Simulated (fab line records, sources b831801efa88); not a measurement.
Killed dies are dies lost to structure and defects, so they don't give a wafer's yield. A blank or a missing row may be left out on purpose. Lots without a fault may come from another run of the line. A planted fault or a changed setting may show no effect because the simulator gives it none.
fab line records | flow sky130
record lots=6 wafers=18 last_day=49
route steps=708 shown VIA4@644 METAL5@661 PASSIVATION@681 PAD_OPEN@708
lots that met no fault: from a run of the same line without faults
start_h: hours from the record's first day to the start of the lot's first wafer shown | wait_h: hours since the lot's step before | " the same as in the row above | L1.1+2: a row that stands for several wafers | - no value, or no start given | * or withheld: withheld | < > ~ a bound
route shown NAME@n: a module of which the file shows steps, and the number in the route of the first | usual: mean/standard deviation of fault-free wafers | same: alike in all rows | chamber/n: place in a boat | sites: the reading at each site | _std_site: their standard deviation | _edge_site: outer sites' mean less inner sites' | radius_mm: how far each site lies from the wafer's centre | mask NAME#n: copy n | behind: the tool/chamber that last shaped the wafer | hold: why the lot was held/for how many hours/how that ended | device: the transistor (n, p or np) that didn't switch | end of line: the same wafers' tests at the end of the route | a step without rows: its recipe alone | killed: dies lost to structure and defects at the first sort, not the wafer's yield | map: a wafer's dies, x killed, . not, _ none there
set.NAME: the setting as run; set.NAME@STEP: as run at that earlier step | model.NAME: the simulator's own value behind a step, which no gauge read
lots at some steps of the route; a table a step, a row a wafer
services: from which hour (start_h, from the record's first day; less than 0 if before it) a tool's chamber was out of use, for how many hours, and why
## steps
# step SKY_VIA4_HMDS_05
# recipe prime_time_s=60 prime_temp_c=120
# step SKY_VIA4_COAT_06
# recipe resist=NOVOLAK spin_rpm=3000 resist_thk_nm=1140
# step SKY_VIA4_SOFTBAKE_07
# recipe temp_c=90 time_s=60 resist=NOVOLAK
# step SKY_VIA4_EXPOSE_08
# recipe mask_id=VIM4 na=0.6 source_shape=conventional sigma_outer=0.6 polarization=unpolarized target_cd_nm=800 dose_mj=132
# step SKY_VIA4_PEB_09
# recipe temp_c=withheld time_s=* resist=NOVOLAK
# step SKY_VIA4_DEVELOP_10
# recipe resist=NOVOLAK developer=TMAH develop_time_s=60 dev_temp_c=23
# step SKY_VIA4_OVL_MEAS_11
# usual VIA4_OVL=-0.8/1.2
# columns lot.wafer tool chamber start_h wait_h VIA4_OVL[nm]
L315.2 overlay-01 - 996.29 0.1 -1.0
L315.3 " - " " -2.0
L315.6 " - " " -1.6
L317.1 overlay-02 - 1010.91 0.1 -1.1
L317.2 " - " " 0.3
L317.3 " - " " -1.0
L321.1 overlay-02 - 1061.36 0.1 -0.5
L321.2 " - " " -2.8
L321.6 " - " " -2.2
L326.4 overlay-01 - 1078.61 0.1 -0.4
L326.5 " - " " -1.4
L326.6 " - " " -2.3
L328.1 overlay-02 - 1086.89 0.1 -1.2
L328.2 " - " " -1.9
L328.3 " - " " 0.6
L331.3 overlay-02 - 1104.59 0.1 0.6
L331.4 " - " " -0.4
L331.6 " - " " 0.8
# step SKY_VIA4_ETCH_12
# recipe target=SiO2 chemistry=C4F8/O2/Ar stop_on=TiN mask_material=NOVOLAK source_w=1500 bias_w=1200 pressure_mtorr=40 c4f8_flow_sccm=withheld O2_flow_sccm=6 Ar_flow_sccm=300 time_s=withheld target_depth_a=5800
# step SKY_VIA4_STRIP_13
# recipe chemistry=O2/N2 power_w=1400 pressure_mtorr=1500 platen_temp_c=withheld o2_flow_sccm=3000 n2_flow_sccm=300 overash_fraction=0.5
# step SKY_VIA4_STRIP_14
# recipe chemistry=post_etch_residue_remover time_s=1200 temp_c=72.5
# step SKY_VIA4_CLEAN_15
# recipe chemistry=IPA time_s=180 temp_c=25
# step SKY_VIA4_CLEAN_16
# recipe chemistry=O3/DIW dry=n2_spin
# step SKY_VIA4_SPUTTER_17
# recipe material=TiN target_thk_nm=20 chamber_pressure_pa=5 power_w=4000 time_s=80
# usual throttle_valve_pct=30.3/1.2
# columns lot.wafer tool chamber start_h wait_h throttle_valve_pct
L315.2 pvd_sputter-04 - 996.99 0.0 29.7
L315.3 " - " " 30.8
L315.6 " - " " 29.8
L317.1 pvd_sputter-01 - 1011.65 0.0 30.2
L317.2 " - " " 32.1
L317.3 " - " " 29.7
L321.1 pvd_sputter-03 - 1062.09 0.0 28.8
L321.2 " - " " 31.5
L321.6 " - " " 28.8
L326.4 pvd_sputter-03 - 1079.37 0.0 31.5
L326.5 " - " " 28.8
L326.6 " - " " 31.5
L328.1 pvd_sputter-01 - 1087.59 0.0 30.2
L328.2 " - " " 32.1
L328.3 " - " " 31.3
L331.3 pvd_sputter-01 - 1105.28 0.0 32.1
L331.4 " - " " 31.1
L331.6 " - " " 30.1
# step SKY_VIA4_CVD_18
# recipe material=W target_thk_nm=505 time_s=152.14 temp_c=400 pressure_torr=40
# step SKY_VIA4_RS_MEAS_19
# recipe thk_meas_gauge=four-point-probe reads=W_of_VIA4_CVD_18+TiN_of_VIA4_SPUTTER_17
# usual VIA4_W_RS=0.226/0.0031
# columns lot.wafer tool chamber start_h wait_h VIA4_W_RS[ohm/sq]
L315.2 film_metro-04 - 997.23 0.1 0.230
L315.3 " - " " 0.227
L315.6 " - " " 0.231
L317.1 film_metro-03 - 1011.87 0.1 0.228
L317.2 " - " " 0.226
L317.3 " - " " 0.226
L321.1 film_metro-04 - 1062.30 0.1 0.225
L321.2 " - " " 0.222
L321.6 " - " " 0.222
L326.4 film_metro-01 - 1079.61 0.1 0.223
L326.5 " - " " 0.223
L326.6 " - " " 0.225
L328.1 film_metro-01 - 1087.80 0.1 0.228
L328.2 " - " " 0.229
L328.3 " - " " 0.228
L331.3 film_metro-04 - 1105.54 0.1 0.224
L331.4 " - " " 0.228
L331.6 " - " " 0.225
# step SKY_VIA4_THK_MEAS_20
# recipe thk_meas_gauge=xrf reads=W_of_VIA4_CVD_18
# usual VIA4_W_THK=514/9.9
# columns lot.wafer tool chamber start_h wait_h VIA4_W_THK[nm]
L315.2 film_metro-04 - 997.34 0.1 499
L315.3 " - " " 504
L315.6 " - " " 499
L317.1 film_metro-03 - 1011.99 0.1 517
L317.2 " - " " 517
L317.3 " - " " 518
L321.1 film_metro-04 - 1062.42 0.1 505
L321.2 " - " " 514
L321.6 " - " " 511
L326.4 film_metro-01 - 1079.70 0.1 524
L326.5 " - " " 524
L326.6 " - " " 521
L328.1 film_metro-01 - 1087.92 0.1 506
L328.2 " - " " 503
L328.3 " - " " 508
L331.3 film_metro-04 - 1105.64 0.1 510
L331.4 " - " " 498
L331.6 " - " " 509
# step SKY_VIA4_CMP_21
# recipe stop_on=SiO2 t_overpolish_s=25 down_force_psi=3.5 platen_rpm=60 target_thk_nm=0 pad_velocity_m_s=0.94248
# step SKY_METAL5_SPUTTER_00
# recipe material=Ti target_thk_nm=15 power_w=3000 time_s=10 chamber_pressure_pa=0.4
# step SKY_METAL5_SPUTTER_01
# recipe material=TiN target_thk_nm=20 power_w=6500 time_s=16.7 chamber_pressure_pa=0.4
# usual throttle_valve_pct=29.8/1.1
# columns lot.wafer tool chamber start_h wait_h throttle_valve_pct
L315.2 pvd_sputter-02 - 997.71 0.0 30.0
L315.3 " - " " 29.5
L315.6 " - " " 27.5
L317.1 pvd_sputter-04 - 1012.37 0.0 30.7
L317.2 " - " " 29.4
L317.3 " - " " 30.1
L321.1 pvd_sputter-02 - 1062.81 0.0 29.6
L321.2 " - " " 30.0
L321.6 " - " " 29.7
L326.4 pvd_sputter-04 - 1080.15 0.0 29.0
L326.5 " - " " 30.0
L326.6 " - " " 30.3
L328.1 pvd_sputter-02 - 1088.68 0.0 30.3
L328.2 " - " " 27.8
L328.3 " - " " 29.6
L331.3 pvd_sputter-03 - 1106.00 0.0 31.7
L331.4 " - " " 28.2
L331.6 " - " " 31.2
# step SKY_METAL5_SPUTTER_02
# recipe material=AlCu target_thk_nm=1150 power_w=10600 time_s=61.2 chamber_pressure_pa=0.4
# step SKY_METAL5_SPUTTER_03
# recipe material=Ti target_thk_nm=5 power_w=3000 time_s=3.3 chamber_pressure_pa=0.4
# step SKY_METAL5_SPUTTER_04
# recipe material=TiN target_thk_nm=70 power_w=6500 time_s=58.3 chamber_pressure_pa=0.4
# usual throttle_valve_pct=29.8/1
# columns lot.wafer tool chamber start_h wait_h throttle_valve_pct
L315.2 pvd_sputter-02 - 997.80 0.0 30.0
L315.3 " - " " 29.7
L315.6 " - " " 27.8
L317.1 pvd_sputter-04 - 1012.46 0.0 30.8
L317.2 " - " " 29.1
L317.3 " - " " 30.1
L321.1 pvd_sputter-02 - 1062.90 0.0 29.3
L321.2 " - " " 30.3
L321.6 " - " " 29.7
L326.4 pvd_sputter-04 - 1080.25 0.0 29.2
L326.5 " - " " 29.4
L326.6 " - " " 29.9
L328.1 pvd_sputter-02 - 1088.77 0.0 29.7
L328.2 " - " " 27.7
L328.3 " - " " 29.4
L331.3 pvd_sputter-03 - 1106.09 0.0 31.7
L331.4 " - " " 28.4
L331.6 " - " " 31.3
# step SKY_METAL5_RS_MEAS_05
# recipe thk_meas_gauge=four-point-probe reads=TiN_of_METAL5_SPUTTER_04+Ti_of_METAL5_SPUTTER_03+AlCu_of_METAL5_SPUTTER_02+TiN_of_METAL5_SPUTTER_01+Ti_of_METAL5_SPUTTER_00
# usual METAL5_ALCU_RS=0.0271/0.00032
# columns lot.wafer tool chamber start_h wait_h METAL5_ALCU_RS[ohm/sq]
L315.2 film_metro-02 - 997.87 0.0 0.0272
L315.3 " - " " 0.0273
L315.6 " - " " 0.0273
L317.1 film_metro-02 - 1012.51 0.0 0.0268
L317.2 " - " " 0.0269
L317.3 " - " " 0.0266
L321.1 film_metro-01 - 1062.95 0.0 0.0280
L321.2 " - " " 0.0280
L321.6 " - " " 0.0278
L326.4 film_metro-01 - 1080.35 0.1 0.0270
L326.5 " - " " 0.0268
L326.6 " - " " 0.0268
L328.1 film_metro-03 - 1088.82 0.0 0.0273
L328.2 " - " " 0.0274
L328.3 " - " " 0.0276
L331.3 film_metro-01 - 1106.18 0.1 0.0274
L331.4 " - " " 0.0271
L331.6 " - " " 0.0273
# step SKY_METAL5_THK_MEAS_06
# recipe thk_meas_gauge=xrf reads=AlCu_of_METAL5_SPUTTER_02
# usual METAL5_ALCU_THK=1174/15
# columns lot.wafer tool chamber start_h wait_h METAL5_ALCU_THK[nm]
L315.2 film_metro-02 - 997.98 0.1 1180
L315.3 " - " " 1169
L315.6 " - " " 1180
L317.1 film_metro-02 - 1012.63 0.1 1192
L317.2 " - " " 1186
L317.3 " - " " 1191
L321.1 film_metro-01 - 1063.07 0.1 1141
L321.2 " - " " 1156
L321.6 " - " " 1158
L326.4 film_metro-01 - 1080.44 0.1 1183
L326.5 " - " " 1191
L326.6 " - " " 1185
L328.1 film_metro-03 - 1088.94 0.1 1161
L328.2 " - " " 1157
L328.3 " - " " 1151
L331.3 film_metro-01 - 1106.28 0.1 1168
L331.4 " - " " 1182
L331.6 " - " " 1169
# step SKY_METAL5_DEHYDRATE_07
# recipe temp_c=200 time_s=60
# step SKY_METAL5_HMDS_08
# recipe prime_time_s=60 prime_temp_c=120
# step SKY_METAL5_COAT_09
# recipe resist=NOVOLAK spin_rpm=3000 resist_thk_nm=1800
# step SKY_METAL5_SOFTBAKE_10
# recipe temp_c=90 time_s=60 resist=NOVOLAK
# step SKY_METAL5_EXPOSE_11
# recipe mask_id=MM5 na=0.6 source_shape=conventional sigma_outer=0.6 polarization=unpolarized target_cd_nm=1600 dose_mj=190
# step SKY_METAL5_PEB_12
# recipe temp_c=withheld time_s=* resist=NOVOLAK
# step SKY_METAL5_DEVELOP_13
# recipe resist=NOVOLAK developer=TMAH develop_time_s=60 dev_temp_c=23
# step SKY_METAL5_DESCUM_14
# recipe chemistry=O2 source_power_w=150 bias_power_w=0 pressure_mtorr=10 temp_c=40 time_s=11
# step SKY_METAL5_METAL_ETCH_15
# recipe target_depth_a=12600 stop_on=SiO2 over_etch_frac=0.2 time_s=252 chemistry=Cl2/BCl3 resist_sidewall_deg=86 pressure_mtorr=10 icp_w=900 bias_w=48.5 Cl2_flow_sccm=60 bcl3_flow_sccm=30
# usual drypump_motor_current_A=5.9/0.56 he_backside_leak_sccm=3.41/0.23 oes_product_au=0.894/0.0054 throttle_valve_pct=22.265/0.0088
# columns lot.wafer tool chamber start_h wait_h drypump_motor_current_A he_backside_leak_sccm oes_product_au rf_hours_counter_h throttle_valve_pct
L315.2 rie_metal-02 1 1020.57 0.0 6.1 3.30 0.897 18 22.257
L315.3 " 1 " " 6.2 3.25 0.894 - 22.277
L315.6 " 0 " " 6.0 3.35 0.900 - 22.264
L317.1 rie_metal-02 1 1034.49 0.0 6.1 3.36 0.894 19 22.271
L317.2 " 0 " " 6.0 3.56 0.902 9 22.261
L317.3 " 0 " " 6.1 3.49 0.893 - 22.273
L321.1 rie_metal-01 1 1083.61 0.0 4.9 3.68 0.894 16 22.251
L321.2 " 0 " " 5.8 3.57 0.877 19 22.269
L321.6 " 0 " " 5.8 3.39 0.895 - 22.255
L326.4 rie_metal-02 1 1100.49 0.3 6.2 3.22 0.893 - 22.252
L326.5 " 1 " " 6.2 3.25 0.891 - 22.257
L326.6 " 1 " " 6.2 3.23 0.889 - 22.272
L328.1 rie_metal-01 0 1108.86 0.0 5.8 3.49 0.897 21 22.258
L328.2 " 1 " " 4.9 3.60 0.899 18 22.261
L328.3 " 1 " " 4.9 3.60 0.901 - 22.287
L331.3 rie_metal-01 1 1125.42 0.1 5.0 3.59 0.901 - 22.268
L331.4 " 0 " " 5.8 3.38 0.890 - 22.242
L331.6 " 1 " " 4.9 3.58 0.895 - 22.271
# step SKY_METAL5_STRIP_16
# recipe chemistry=O2/N2 power_w=1400 pressure_mtorr=1500 platen_temp_c=withheld o2_flow_sccm=3000 n2_flow_sccm=300 overash_fraction=0.5
# usual drypump_motor_current_A=5.7/0.38 oes_product_au=0.710/0.0045 strip_time_to_endpoint_s=13.10/0.13
# columns lot.wafer tool chamber start_h wait_h drypump_motor_current_A oes_product_au rf_hours_counter_h strip_time_to_endpoint_s
L315.2 plasma_asher-02 0 1020.81 0.2 5.9 0.700 59 13.00
L315.3 " 1 " " 5.1 0.704 - 12.96
L315.6 " 0 " " 5.9 0.709 - 13.27
L317.1 plasma_asher-04 0 1034.73 0.2 5.8 0.711 90 12.88
L317.2 " 1 " " 6.2 0.717 90 13.26
L317.3 " 1 " " 6.2 0.713 - 13.25
L321.1 plasma_asher-04 0 1083.84 0.2 5.8 0.715 95 13.09
L321.2 " 1 " " 6.2 0.720 95 13.12
L321.6 " 1 " " 6.2 0.707 - 13.00
L326.4 plasma_asher-04 1 1100.76 0.2 6.2 0.706 - 12.98
L326.5 " 0 " " 5.8 0.719 - 12.99
L326.6 " 1 " " 6.2 0.709 - 12.91
L328.1 plasma_asher-02 1 1109.09 0.2 5.1 0.712 68 13.13
L328.2 " 0 " " 5.9 0.708 68 13.09
L328.3 " 0 " " 5.9 0.715 - 13.12
L331.3 plasma_asher-04 1 1125.61 0.1 6.2 0.708 - 13.15
L331.4 " 0 " " 5.8 0.712 - 13.03
L331.6 " 0 " " 5.8 0.698 - 13.08
# step SKY_METAL5_STRIP_17
# recipe chemistry=post_etch_residue_remover time_s=1200 temp_c=72.5
# step SKY_METAL5_CLEAN_18
# recipe chemistry=IPA time_s=180 temp_c=25
# step SKY_METAL5_CLEAN_19
# recipe chemistry=O3/DIW dry=n2_spin
# step SKY_PASSIVATION_CVD_00
# recipe material=SiO2 target_thk_nm=90 temp_c=400 time_s=withheld rf_w=600
# step SKY_PASSIVATION_THK_MEAS_01
# recipe reads=SiO2_of_PASSIVATION_CVD_00
# usual PASSIVATION_CVD_00_THK=90.1/1.2
# columns lot.wafer tool chamber start_h wait_h PASSIVATION_CVD_00_THK[nm]
L315.2 film_metro-02 - 1021.45 - 88.0
L315.3 " - " " 89.4
L315.6 " - " " 88.8
L317.1 film_metro-04 - 1035.35 - 87.6
L317.2 " - " " 88.8
L317.3 " - " " 88.1
L321.1 film_metro-04 - 1084.51 - 90.8
L321.2 " - " " 89.4
L321.6 " - " " 91.7
L326.4 film_metro-01 - 1101.41 - 92.5
L326.5 " - " " 90.9
L326.6 " - " " 93.1
L328.1 film_metro-01 - 1109.71 - 88.1
L328.2 " - " " 88.6
L328.3 " - " " 89.4
L331.3 film_metro-04 - 1126.24 - 89.8
L331.4 " - " " 92.4
L331.6 " - " " 91.2
# step SKY_PASSIVATION_CVD_02
# recipe material=Si3N4 target_thk_nm=540 temp_c=400 time_s=withheld rf_w=450
# usual heater_power_w=771/93
# columns lot.wafer tool chamber start_h wait_h heater_power_w
L315.2 pecvd-03 2 1021.50 0.0 894
L315.3 " 0 " " 875
L315.6 " 0 " " 689
L317.1 pecvd-03 0 1035.41 0.1 796
L317.2 " 1 " " 600
L317.3 " 2 " " 923
L321.1 pecvd-01 1 1084.57 0.1 711
L321.2 " 0 " " 730
L321.6 " 2 " " 595
L326.4 pecvd-03 1 1101.56 0.1 645
L326.5 " 2 " " 937
L326.6 " 0 " " 807
L328.1 pecvd-03 1 1109.77 0.1 636
L328.2 " 0 " " 795
L328.3 " 0 " " 820
L331.3 pecvd-04 2 1126.28 0.0 756
L331.4 " 0 " " 799
L331.6 " 2 " " 755
# step SKY_PASSIVATION_THK_MEAS_03
# recipe reads=Si3N4_of_PASSIVATION_CVD_02
# usual PASSIVATION_CVD_02_THK=541/6.6
# columns lot.wafer tool chamber start_h wait_h PASSIVATION_CVD_02_THK[nm]
L315.2 film_metro-02 - 1021.73 - 534
L315.3 " - " " 539
L315.6 " - " " 545
L317.1 film_metro-02 - 1035.63 - 534
L317.2 " - " " 542
L317.3 " - " " 532
L321.1 film_metro-01 - 1084.80 - 539
L321.2 " - " " 543
L321.6 " - " " 546
L326.4 film_metro-04 - 1101.70 - 551
L326.5 " - " " 544
L326.6 " - " " 546
L328.1 film_metro-01 - 1110.11 - 537
L328.2 " - " " 537
L328.3 " - " " 539
L331.3 film_metro-01 - 1126.53 - 542
L331.4 " - " " 547
L331.6 " - " " 548
# step SKY_PASSIVATION_DEHYDRATE_04
# recipe temp_c=200 time_s=60
# step SKY_PAD_OPEN_PROBE_99
# usual defect_limited_yield=82.0/1.9 killed_at_M0_to_M3=45/6.9 killed_at_M4_up=3.0/1.7 killed_at_contacts=25/5.6 killed_at_front_end=15/4.2 killed_at_other=0.3/0.55 killed_dies=89/9.6 killed_on_rim=18/4 killed_open=49/7.2 killed_short=39/6.5 sort_bin_3_pad_short=0.9/0.44 sort_bin_5_function=10.7/1.4 sort_bin_6_memory=6.4/1.3 sort_n_pass=403/9.6 sort_yield_pct=82.0/1.9
# same gross_dies=492 killed_at_back_side=0 sort_bin_4_leakage[%]=0 sort_bin_8_speed[%]=0
# columns lot.wafer tool chamber start_h wait_h defect_limited_yield[%] killed_at_M0_to_M3 killed_at_M4_up killed_at_contacts killed_at_front_end killed_at_other killed_dies killed_on_rim killed_open killed_short sort_bin_3_pad_short[%] sort_bin_5_function[%] sort_bin_6_memory[%] sort_n_pass sort_yield_pct[%] model.etest.tester.sort_n_pass model.etest.tester.sort_yield_pct model.etest.tester.sort_bin_5_pct model.etest.tester.sort_bin_3_pct
L315.2 prober-02 - 1068.20 0.1 83.3 40 3 25 14 0 82 17 48 34 1.6 9.8 5.3 410 83.3 410 83.33 9.756 1.626
L315.3 prober-02 - 1068.25 0.2 80.3 45 3 30 18 1 97 20 57 40 1.2 11.8 6.7 395 80.3 395 80.28 11.79 1.22
L315.6 prober-02 - 1068.40 0.2 80.1 49 1 34 14 0 98 24 55 43 1.4 12.6 5.9 394 80.1 394 80.08 12.6 1.423
L317.1 prober-02 - 1080.99 0.1 78.9 47 1 31 25 0 104 16 56 48 0.6 15.0 5.5 388 78.9 388 78.86 15.04 0.6098
L317.2 prober-02 - 1081.04 0.1 81.5 58 2 19 12 0 91 16 50 41 0.6 8.9 8.9 401 81.5 401 81.5 8.943 0.6098
L317.3 prober-02 - 1081.09 0.2 78.3 60 3 30 14 0 107 15 60 47 0.4 13.4 7.9 385 78.3 385 78.25 13.41 0.4065
L321.1 prober-01 - 1128.59 0.1 81.3 53 3 22 13 1 92 24 51 41 0.6 8.7 9.3 400 81.3 400 81.3 8.74 0.6098
L321.2 prober-01 - 1128.64 0.1 82.3 48 5 20 14 0 87 18 47 40 1.4 10.0 6.3 405 82.3 405 82.32 9.959 1.423
L321.6 prober-01 - 1128.84 0.2 84.8 37 3 21 12 2 75 19 35 38 1.2 8.9 5.1 417 84.8 417 84.76 8.943 1.22
L326.4 prober-02 - 1143.29 0.2 78.5 55 4 23 24 0 106 22 53 53 0.6 13.2 7.7 386 78.5 386 78.46 13.21 0.6098
L326.5 prober-02 - 1143.34 0.2 81.3 50 2 20 20 0 92 18 47 45 0.6 10.4 7.7 400 81.3 400 81.3 10.37 0.6098
L326.6 prober-02 - 1143.39 0.2 79.7 47 3 26 23 1 100 27 51 49 0 11.4 8.9 392 79.7 392 79.67 11.38 0
L328.1 prober-02 - 1150.21 0.1 85.2 41 3 17 12 0 73 12 41 31 1.0 9.3 4.5 419 85.2 419 85.16 9.35 1.016
L328.2 prober-02 - 1150.26 0.1 70.9 46 62 18 16 1 143 23 46 35 3.7 17.5 7.9 349 70.9 349 70.94 17.48 3.659
L328.3 prober-02 - 1150.31 0.2 79.7 48 2 31 18 1 100 15 60 37 0.4 12.6 7.3 392 79.7 392 79.67 12.6 0.4065
L331.3 prober-01 - 1165.99 0.2 75.2 25 66 20 11 0 122 19 29 28 3.7 15.9 5.3 370 75.2 370 75.2 15.85 3.659
L331.4 prober-01 - 1166.04 0.2 79.5 54 6 27 14 0 101 19 56 45 1.0 11.4 8.1 391 79.5 391 79.47 11.38 1.016
L331.6 prober-01 - 1166.14 0.2 84.3 47 0 19 11 0 77 18 42 35 0.4 10.0 5.3 415 84.3 415 84.35 9.959 0.4065
# killed by level:class
L315.2 CONTACT:geometric_particle:open=11 VIA1:geometric_particle:open=9 LI_CONTACT:geometric_particle:open=7 METAL1:geometric_particle:short=6 METAL3:geometric_particle:short=6 FIELD_ISO:geometric_particle:open=5 VIA2:geometric_particle:open=5 VIA3:geometric_particle:open=5
L315.3 VIA1:geometric_particle:open=15 LI_CONTACT:geometric_particle:open=10 FIELD_ISO:geometric_particle:open=6 LOCAL_INTERCONNECT:geometric_particle:short=6 CONTACT:geometric_particle:open=6 VIA2:geometric_particle:open=6 VIA2:geometric_particle:short=5 LI_CONTACT:geometric_particle:short=4
L315.6 CONTACT:geometric_particle:open=14 LI_CONTACT:geometric_particle:open=8 VIA1:geometric_particle:open=8 VIA2:geometric_particle:short=7 VIA2:geometric_particle:open=6 METAL1:geometric_particle:short=5 METAL2:geometric_particle:short=5 FIELD_ISO:geometric_particle:open=4
L317.1 VIA1:geometric_particle:open=15 FIELD_ISO:geometric_particle:short=13 VIA2:geometric_particle:open=9 CONTACT:geometric_particle:short=8 CONTACT:geometric_particle:open=8 FIELD_ISO:geometric_particle:open=7 LI_CONTACT:geometric_particle:open=7 VIA3:geometric_particle:open=5
L317.2 VIA1:geometric_particle:open=11 METAL1:geometric_particle:short=10 CONTACT:geometric_particle:open=9 VIA3:geometric_particle:open=9 VIA2:geometric_particle:open=8 METAL1:geometric_particle:open=5 VIA1:geometric_particle:short=5 POLY_GATE:geometric_particle:short=4
L317.3 CONTACT:geometric_particle:open=12 VIA3:geometric_particle:open=12 METAL2:geometric_particle:short=11 VIA2:geometric_particle:open=9 VIA1:geometric_particle:open=9 FIELD_ISO:geometric_particle:open=6 LI_CONTACT:geometric_particle:open=6 FIELD_ISO:geometric_particle:short=5
L321.1 VIA1:geometric_particle:open=15 LI_CONTACT:geometric_particle:open=9 METAL2:geometric_particle:short=8 VIA3:geometric_particle:open=7 FIELD_ISO:geometric_particle:open=5 POLY_GATE:geometric_particle:short=5 VIA2:geometric_particle:open=5 VIA3:geometric_particle:short=5
L321.2 VIA1:geometric_particle:open=11 LOCAL_INTERCONNECT:geometric_particle:short=7 CONTACT:geometric_particle:open=7 VIA3:geometric_particle:open=7 METAL1:geometric_particle:short=6 VIA1:geometric_particle:short=5 METAL2:geometric_particle:short=5 VIA2:geometric_particle:open=5
L321.6 VIA1:geometric_particle:open=8 VIA1:geometric_particle:short=6 LI_CONTACT:geometric_particle:open=6 FIELD_ISO:geometric_particle:open=5 LI_CONTACT:geometric_particle:short=5 CONTACT:geometric_particle:open=5 METAL2:geometric_particle:short=5 FIELD_ISO:geometric_particle:short=3
L326.4 VIA1:geometric_particle:open=10 VIA1:geometric_particle:short=9 POLY_GATE:geometric_particle:short=8 CONTACT:geometric_particle:open=8 VIA2:geometric_particle:open=8 LI_CONTACT:geometric_particle:open=6 POLY_GATE:geometric_particle:open=5 METAL1:geometric_particle:short=5
L326.5 VIA2:geometric_particle:open=10 VIA1:geometric_particle:open=9 CONTACT:geometric_particle:open=8 METAL1:geometric_particle:short=7 METAL3:geometric_particle:short=6 POLY_GATE:geometric_particle:short=5 CONTACT:geometric_particle:short=5 VIA1:geometric_particle:short=5
L326.6 FIELD_ISO:geometric_particle:short=12 VIA1:geometric_particle:open=12 CONTACT:geometric_particle:open=10 FIELD_ISO:geometric_particle:open=7 VIA3:geometric_particle:open=6 CONTACT:geometric_particle:short=6 VIA2:geometric_particle:open=5 METAL2:geometric_particle:short=4
L328.1 CONTACT:geometric_particle:open=8 VIA3:geometric_particle:open=8 METAL2:geometric_particle:short=7 VIA1:geometric_particle:open=6 VIA1:geometric_particle:short=4 METAL2:geometric_particle:open=4 VIA2:geometric_particle:open=4 FIELD_ISO:geometric_particle:short=3
L328.2 VIA4:unspecified=61 VIA1:geometric_particle:open=11 CONTACT:geometric_particle:open=8 VIA3:geometric_particle:open=8 METAL1:geometric_particle:short=6 LI_CONTACT:geometric_particle:open=5 METAL2:geometric_particle:short=5 FIELD_ISO:geometric_particle:short=4
L328.3 LI_CONTACT:geometric_particle:open=14 VIA1:geometric_particle:short=8 CONTACT:geometric_particle:open=8 VIA1:geometric_particle:open=8 METAL3:geometric_particle:short=7 VIA2:geometric_particle:open=6 VIA3:geometric_particle:open=6 CONTACT:geometric_particle:short=5
L331.3 VIA4:unspecified=65 CONTACT:geometric_particle:open=10 CONTACT:geometric_particle:short=4 VIA1:geometric_particle:short=4 VIA1:geometric_particle:open=4 POLY_GATE:geometric_particle:short=3 VIA2:geometric_particle:open=3 METAL3:geometric_particle:short=3
L331.4 VIA1:geometric_particle:open=15 LI_CONTACT:geometric_particle:open=8 CONTACT:geometric_particle:open=8 VIA3:geometric_particle:short=7 VIA3:geometric_particle:open=6 METAL2:geometric_particle:short=6 CONTACT:geometric_particle:short=5 VIA2:geometric_particle:open=5
L331.6 VIA1:geometric_particle:open=8 METAL1:geometric_particle:short=6 VIA3:geometric_particle:open=6 METAL2:geometric_particle:short=6 VIA2:geometric_particle:open=6 LI_CONTACT:geometric_particle:open=5 LOCAL_INTERCONNECT:geometric_particle:short=4 CONTACT:geometric_particle:short=4
# map L328.2 (x killed, . not)
__________..x...x..._________
________........x...x._______
______.....x.x.........._____
_____.......x............____
____.x.x.x........x.......___
___xxx..x......x.x.x..x....__
__........xx.x..x.....x....._
_.......x..x...x.............
_....x...x.x....xx..x..xxx..x
_......x....x........x.......
_......x...x.....xx.......x..
_......x...........x.....x...
_....x.x......x....x.........
_.x......xxx...x.......xxx..x
_.x......xxxxxx.....x.xx.....
__.......xxxxxx..xx........x_
___.x...xxxxxxxxx.xx..x..x.__
____..xx.xxxxxxxxx........___
_____.....xxxxxxxxx..xx.x____
______...xxxxxxxxx.xx..._____
________.xx.xxxxx...x._______
__________xxxx.x.xx._________
# map L331.3 (x killed, . not)
__________.........._________
________.x....x......._______
______....x............._____
_____x...................____
____...x..x...........x.x.___
___.....x......x.x......x..__
__x..xxx.x.................._
_..........................x.
_......x....x....x.......x...
_.........x..x.......x.x...x.
_x............x..............
_.x...........x...x....x....x
_.......x.xx.x.x.....x.x..xx.
_.x......x..xxx..............
_.......xx.xxxx.x............
__.x....x.xxxxxxx....x......_
___......xxxxxxxxxx.....x..__
____.x...xxxxxxxx.x.......___
_____x..x.xxxxxxxx.......____
______..xxxxxxxxxxxx...._____
________.xxx.xxxx.x..._______
__________.xxxxxx..._________
## services
# columns tool chamber start_h hours kind
pecvd-03 0 1008.43 5.5 scheduled_down
pvd_sputter-04 - 1010.48 1.7 repair
pvd_sputter-01 - 1016.94 1.3 repair
pvd_sputter-04 1 1017.32 - consumable_replace:kit
pvd_sputter-04 1 1017.32 18.0 scheduled_down
pvd_sputter-04 1 1017.32 18.0 vent_cycle
rie_metal-02 0 1041.33 1.7 repair
pvd_sputter-02 - 1042.02 13.8 repair
pvd_sputter-02 2 1062.95 - consumable_replace:kit
pvd_sputter-02 2 1062.95 18.0 scheduled_down
pvd_sputter-02 2 1062.95 18.0 vent_cycle
pvd_sputter-02 - 1067.48 12.5 repair
pecvd-03 - 1069.70 5.5 pm
pecvd-03 1 1076.71 13.1 repair
pvd_sputter-03 1 1077.45 - consumable_replace:kit
pvd_sputter-03 1 1077.45 18.0 scheduled_down
pecvd-04 - 1078.45 2.8 pm
plasma_asher-02 - 1089.96 0.7 repair
pecvd-01 2 1092.06 2.6 repair
rie_metal-02 0 1098.27 5.1 repair
pecvd-01 - 1100.38 0.5 repair
pecvd-01 - 1110.69 0.7 repair
pecvd-01 0 1114.10 6.2 repair
rie_metal-02 - 1122.50 0.2 repair
## key
first_sign step=SKY_PAD_OPEN_PROBE_99 reading=killed_at_M4_up direction=up sigmas=35 usual=3.0 struck=64
effect step=SKY_PAD_OPEN_PROBE_99 reading=sort_bin_3_pad_short direction=up sigmas=6.2 usual=0.9 struck=3.7
model_effect step=SKY_PAD_OPEN_PROBE_99 value=etest.tester.sort_n_pass without=417 struck=359.5
met_at SKY_VIA4_SPUTTER_17
struck_wafers L328.2,L331.3
onset_between 1011.65 1087.59
fault kind=chamber_particle_source tool=pvd_sputter-01 chamber=- onset_h=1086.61 steps=SKY_VIA4_SPUTTER_17 rate_per_visit_cm2=1.1414 end_h=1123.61 scope=struck_wafers_only
